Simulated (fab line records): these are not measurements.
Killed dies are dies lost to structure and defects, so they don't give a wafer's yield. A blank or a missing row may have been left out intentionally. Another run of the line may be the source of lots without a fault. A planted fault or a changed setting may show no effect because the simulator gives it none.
A lot that was struck, set against a sound lot || flow sfqLine || 18 steps out of a route of 325
Sound: the wafers L480.2, L480.3, L480.4. Struck: wafers L493.1, L493.3, L493.4. The cause is given at the end.
At each step with rows: each side's tool, then ch and its chambers, then its first start. Under that, the readings that differ: sound wafers || struck wafers || difference of the means || sigmas: that difference in standard deviations of wafers without a fault.
alike: a reading whose means differ by less than 2 such deviations, as well as words and numbers matching on both sides. not compared: withheld readings; readings where some wafer has no value; bounds like >300 that might hide an equal value; numbers whose values overlap and for which the record gives no deviation.
A row with sigmas, a row that says differs or no value, or rows on one side alone: a step with any of these is where the two part. Non-overlapping numbers with no deviation appear without sigmas and do not part them. A reading missing from all wafers of one side parts the sides only when that side holds two or more wafers.

first, 2 steps without rows for these wafers: SFQ_TRILAYER_M6_BARC_OPEN_METAL_ETCH_206 (etches BARC in O2, target depth 125 nm, time 41.7 s); SFQ_TRILAYER_M6_ETCH_METAL_ETCH_162 (etches Nb in Cl2/Ar, stops on SiO2, target depth 240 nm, time 120 s).
SFQ_TRILAYER_M6_STRIP_STRIP_163: strips in O2.
  sound on rieMetal-04 ch 0,1, day 58 00:55; struck on rieMetal-04 ch 0,1, day 72 22:26
  alike: drypumpMotorCurrentA, oesProductAu
  not compared: rfHoursCounterH
then, 1 step without rows for these wafers: SFQ_TRILAYER_M6_STRIP_SOLV_CLEAN_164 (cleans in NMP, time 600 s).
SFQ_TRILAYER_I6_DEP_PECVD_165: deposits SiO2 from SiH4/N2O, time 111.11 s, target thk 500 nm.
  sound on pecvd-01 ch 1,2, day 58 01:42; struck on pecvd-04 ch 0,2, day 72 23:14
{"reading": "throttleValvePct (%)", "sound": "27.1 25.5 26.8", "struck": "23.6 23.1 23.2", "difference": -3.2, "sigmas": -3}
  alike: heaterPowerW
SFQ_TRILAYER_I6_CMP_CMP_166: polishes SiO2.
  sound on cmp-02 ch 0,1,2, day 58 10:32; struck on cmp-01 ch 0,1,3, day 73 07:34
  alike: motorCurrentA, timeToEndpointS
SFQ_I6_BOW_MEAS_941:
  sound on filmMetro-01 at day 58 13:34; struck on filmMetro-01 at day 73 10:04
  alike: I6_BOW
SFQ_TRILAYER_I6_METRO_MEASURE_167:
  sound on filmMetro-01 at day 58 13:52; struck on filmMetro-01 at day 73 10:11
  alike: thkNm
then, 4 steps without rows for these wafers: SFQ_TRILAYER_I6_VIA_LITHO_COAT_174 (resist thk 62 nm); SFQ_TRILAYER_I6_VIA_LITHO_COAT_169 (resist thk 650 nm); SFQ_TRILAYER_I6_VIA_LITHO_SOFTBAKE_173; SFQ_TRILAYER_I6_VIA_LITHO_EXPOSE_170 (exposes mask I6, target cd 700 nm).
SFQ_TRILAYER_I6_VIA_LITHO_PEB_172: peb time 60 s.
  sound on lithoTrack-01 ch 0, day 59 00:37; struck on lithoTrack-04 ch 0, day 73 13:41
then, 1 step without rows for these wafers: SFQ_TRILAYER_I6_VIA_LITHO_DEVELOP_171 (time 60 s).
SFQ_I6_OVL_MEAS_942:
  sound on overlay-01 at day 59 00:53; struck on overlay-02 at day 73 13:59
  alike: I6_OVL
SFQ_TRILAYER_I6_VIA_BARC_OPEN_VIA_ETCH_235: etches BARC in O2, target depth 125 nm, time 41.7 s.
  sound on rieDiel-04 ch 0,2, day 59 00:55; struck on rieDiel-02 ch 0,1,3, day 73 14:01
{"reading": "model.I6.cdNm (nm)", "sound": "698.8 699.9 699.6", "struck": "709.8 709.9 710.2", "difference": "+10.5", "sigmas": ""}
  alike: drypumpMotorCurrentA, oesProductAu
  not compared: rfHoursCounterH
SFQ_TRILAYER_I6_VIA_ETCH_VIA_ETCH_172: etches SiO2 in CHF3, stops on Nb, target depth 260 nm.
  sound on rieDiel-04 ch 0,2, day 59 00:58; struck on rieDiel-02 ch 0,1,3, day 73 14:03
{"reading": "model.I6.cdNm (nm)", "sound": "697 699.8 699.1", "struck": "709.7 709.3 707.6", "difference": "+10.2", "sigmas": ""}
  alike: drypumpMotorCurrentA, oesProductAu
SFQ_TRILAYER_I6_VIA_STRIP_STRIP_173: strips in O2.
  sound on rieMetal-01 ch 0,1, day 59 01:04; struck on rieMetal-04 ch 0,1, day 73 14:10
  alike: drypumpMotorCurrentA, oesProductAu
  not compared: rfHoursCounterH

== WHERE THEY PART ==
Only at SFQ_TRILAYER_I6_DEP_PECVD_165, as far as this record shows. Later steps at which nothing parts them and some readings are alike: SFQ_TRILAYER_I6_CMP_CMP_166, SFQ_I6_BOW_MEAS_941, SFQ_TRILAYER_I6_METRO_MEASURE_167, SFQ_I6_OVL_MEAS_942, SFQ_TRILAYER_I6_VIA_BARC_OPEN_VIA_ETCH_235, SFQ_TRILAYER_I6_VIA_ETCH_VIA_ETCH_172, SFQ_TRILAYER_I6_VIA_STRIP_STRIP_173.

WHY: what had been put in by the simulator
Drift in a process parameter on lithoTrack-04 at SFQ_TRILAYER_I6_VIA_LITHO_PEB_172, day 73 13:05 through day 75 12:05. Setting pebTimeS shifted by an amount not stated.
